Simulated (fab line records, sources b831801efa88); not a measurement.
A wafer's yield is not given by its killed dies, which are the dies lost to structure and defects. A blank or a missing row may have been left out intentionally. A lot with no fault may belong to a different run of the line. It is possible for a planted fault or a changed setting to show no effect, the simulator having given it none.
The tool behind it: which one? -- flow sky130 -- 33 wafers from 11 lots sampled at 5 of the route's 708 steps

## WHAT EACH GAUGE READ, for each wafer
SKY_CONTACT_THK_MEAS_01. Usual: for CONTACT_CVD_00_THK the level is 75.4 nm and the standard deviation is 0.99.
lot,measured,on,CONTACT_CVD_00_THK (nm),flag
L198,day 30 01:32,film-metro-01,74.8 77.2 75.4,
L199,day 30 07:12,film-metro-04,74.7 75.1 74.3,
L200,day 30 18:10,film-metro-04,74.7 75.2 76.2,
L203,day 31 19:46,film-metro-01,74.3 74.8 74.3,
L205,day 32 17:29,film-metro-04,75.5 75.7 76.4,
L208,day 34 07:53,film-metro-03,76.0 76.8 77.1,
L211,day 34 17:58,film-metro-04,75.3 74.9 75.4,
L213,day 35 09:20,film-metro-04,79.5 78.4 79.9,OFF
L214,day 35 15:45,film-metro-04,75.2 73.9 75.5,
L215,day 35 19:37,film-metro-04,74.9 72.8 75.9,
L218,day 36 16:43,film-metro-01,78.4 77.7 79.6,OFF

## WHAT TOOL EACH LOT RAN ON (gives the tool, then ch and the chambers of the sampled wafers, and finally the start)
lot,SKY_LI_CONTACT_SPUTTER_20,SKY_LOCAL_INTERCONNECT_SPUTTER_00,SKY_LOCAL_INTERCONNECT_STRIP_15,SKY_CONTACT_CVD_00
L198,"pvd-sputter-03, day 28 19:19","pvd-sputter-01, day 28 19:59","plasma-asher-04 ch 0,1, day 30 00:53","pecvd-03 ch 1,2, day 30 01:30"
L199,"pvd-sputter-02, day 29 01:02","pvd-sputter-01, day 29 01:42","plasma-asher-01 ch 0,1, day 30 06:29","pecvd-04 ch 0,1,2, day 30 07:10"
L200,"pvd-sputter-02, day 29 12:31","pvd-sputter-02, day 29 13:25","plasma-asher-01 ch 0,1, day 30 17:31","pecvd-04 ch 1,2, day 30 18:07"
L203,"pvd-sputter-03, day 30 14:18","pvd-sputter-01, day 30 14:58","plasma-asher-04 ch 0,1, day 31 19:05","pecvd-04 ch 0,1,2, day 31 19:44"
L205,"pvd-sputter-03, day 31 11:34","pvd-sputter-02, day 31 12:14","plasma-asher-01 ch 0,1, day 32 16:50","pecvd-04 ch 0,1,2, day 32 17:27"
L208,"pvd-sputter-03, day 33 02:58","pvd-sputter-01, day 33 03:38","plasma-asher-04 ch 0,1, day 34 07:13","pecvd-04 ch 0,1,2, day 34 07:50"
L211,"pvd-sputter-03, day 33 13:16","pvd-sputter-02, day 33 13:56","plasma-asher-03 ch 0,1, day 34 17:22","pecvd-03 ch 0,1,2, day 34 17:55"
L213,"pvd-sputter-03, day 34 04:52","pvd-sputter-01, day 34 05:39","plasma-asher-01 ch 0,1, day 35 08:43","pecvd-04 ch 0,1,2, day 35 09:17"
L214,"pvd-sputter-01, day 34 11:37","pvd-sputter-02, day 34 12:16","plasma-asher-04 ch 0,1, day 35 15:07","pecvd-03 ch 0,2, day 35 15:43"
L215,"pvd-sputter-01, day 34 15:16","pvd-sputter-02, day 34 15:56","plasma-asher-04 ch 0,1, day 35 18:59","pecvd-02 ch 0,1,2, day 35 19:34"
L218,"pvd-sputter-01, day 35 13:14","pvd-sputter-02, day 35 13:53","plasma-asher-01 ch 0,1, day 36 16:07","pecvd-04 ch 0,2, day 36 16:40"
- SKY_LI_CONTACT_SPUTTER_20: material TiN, target thk 20 nm, time 80 s.
- SKY_LOCAL_INTERCONNECT_SPUTTER_00: material TiN, target thk 100 nm, time 83.3 s.
- SKY_LOCAL_INTERCONNECT_STRIP_15: strips in O2/N2.
- SKY_CONTACT_CVD_00: deposits Si3N4, target thk 75 nm.

## WHAT THE TOOLS THEMSELVES READ (means of the sampled wafers that have a number; where no wafer has one, the mark that the record gives instead)
SKY_LI_CONTACT_SPUTTER_20. Usual: throttle-valve-pct 30.5 %, standard deviation 0.81.
lot,tool,throttle-valve-pct (%),flag
L198,pvd-sputter-03,30.3,
L199,pvd-sputter-02,30.6,
L200,pvd-sputter-02,30.3,
L203,pvd-sputter-03,29.7,
L205,pvd-sputter-03,30.4,
L208,pvd-sputter-03,29.9,
L211,pvd-sputter-03,30.8,
L213,pvd-sputter-03,30.4,
L214,pvd-sputter-01,30.4,
L215,pvd-sputter-01,30.4,
L218,pvd-sputter-01,30.4,

SKY_LOCAL_INTERCONNECT_SPUTTER_00. Usual: throttle-valve-pct 30.6 %, standard deviation 0.84.
lot,tool,throttle-valve-pct (%),flag
L198,pvd-sputter-01,31.0,
L199,pvd-sputter-01,30.5,
L200,pvd-sputter-02,30.4,
L203,pvd-sputter-01,31.1,
L205,pvd-sputter-02,30.4,
L208,pvd-sputter-01,31.2,
L211,pvd-sputter-02,30.7,
L213,pvd-sputter-01,30.4,
L214,pvd-sputter-02,30.5,
L215,pvd-sputter-02,30.7,
L218,pvd-sputter-02,30.4,

SKY_LOCAL_INTERCONNECT_STRIP_15. Usual: drypump-motor-current-A 5.5 A, standard deviation 0.45; oes-product-au 0.428 a.u., standard deviation 0.0045; strip-time-to-endpoint-s 4.722 s, standard deviation 0.017.
lot,tool,drypump-motor-current-A (A),oes-product-au (a.u.),strip-time-to-endpoint-s (s),flag
L198,plasma-asher-04,4.9,0.425,4.720,
L199,plasma-asher-01,5.6,0.425,4.716,
L200,plasma-asher-01,5.6,0.424,4.725,
L203,plasma-asher-04,4.9,0.435,4.700,
L205,plasma-asher-01,5.8,0.430,4.722,
L208,plasma-asher-04,4.9,0.429,4.724,
L211,plasma-asher-03,5.7,0.425,4.733,
L213,plasma-asher-01,5.6,0.428,4.718,
L214,plasma-asher-04,5.0,0.424,4.731,
L215,plasma-asher-04,5.1,0.428,4.721,
L218,plasma-asher-01,5.6,0.426,4.735,

SKY_CONTACT_CVD_00. Usual: heater-power-w 709 W, standard deviation 95; rf-fwd-power-W 444.8 W, standard deviation 1.8.
lot,tool,heater-power-w (W),rf-fwd-power-W (W),flag
L198,pecvd-03,687,446.6,
L199,pecvd-04,756,444.1,
L200,pecvd-04,724,441.8,
L203,pecvd-04,693,445.3,
L205,pecvd-04,781,443.6,
L208,pecvd-04,754,442.8,
L211,pecvd-03,645,445.8,
L213,pecvd-04,776,515.8,OFF
L214,pecvd-03,727,444.8,
L215,pecvd-02,616,445.9,
L218,pecvd-04,675,515.9,OFF

## THE ANSWER, worked out from the rows above alone
Rule: take the mean of a lot's wafers that have a number; if it is more than 3 standard deviations from the usual mean, the lot is off. Also off: a lot with no number at a reading for which 4 or more lots have one. All remaining lots with rows at the step are treated as sound. First the gauges in route order, then the tools' own readings, where a lot's mean is used as printed above. At the first step where some lot is off, the reading lying furthest off is the one used; lots without a number count as furthest.
Off: L213, L218, at SKY_CONTACT_THK_MEAS_01 (CONTACT_CVD_00_THK).
If a tool, at a process step before that reading, ran all the lots that are off and no sound lot after the first of them, it fits. Not tried: the gauges at SKY_CONTACT_THK_MEAS_01; whatever is off there is also off at SKY_CONTACT_CVD_00, on other tools, and gauge error can't account for it. 2 tools fit, plasma-asher-01 at SKY_LOCAL_INTERCONNECT_STRIP_15 and pecvd-04 at SKY_CONTACT_CVD_00, so this cannot tell which one it is.

## WHAT HAD BEEN PUT IN BY THE SIMULATOR
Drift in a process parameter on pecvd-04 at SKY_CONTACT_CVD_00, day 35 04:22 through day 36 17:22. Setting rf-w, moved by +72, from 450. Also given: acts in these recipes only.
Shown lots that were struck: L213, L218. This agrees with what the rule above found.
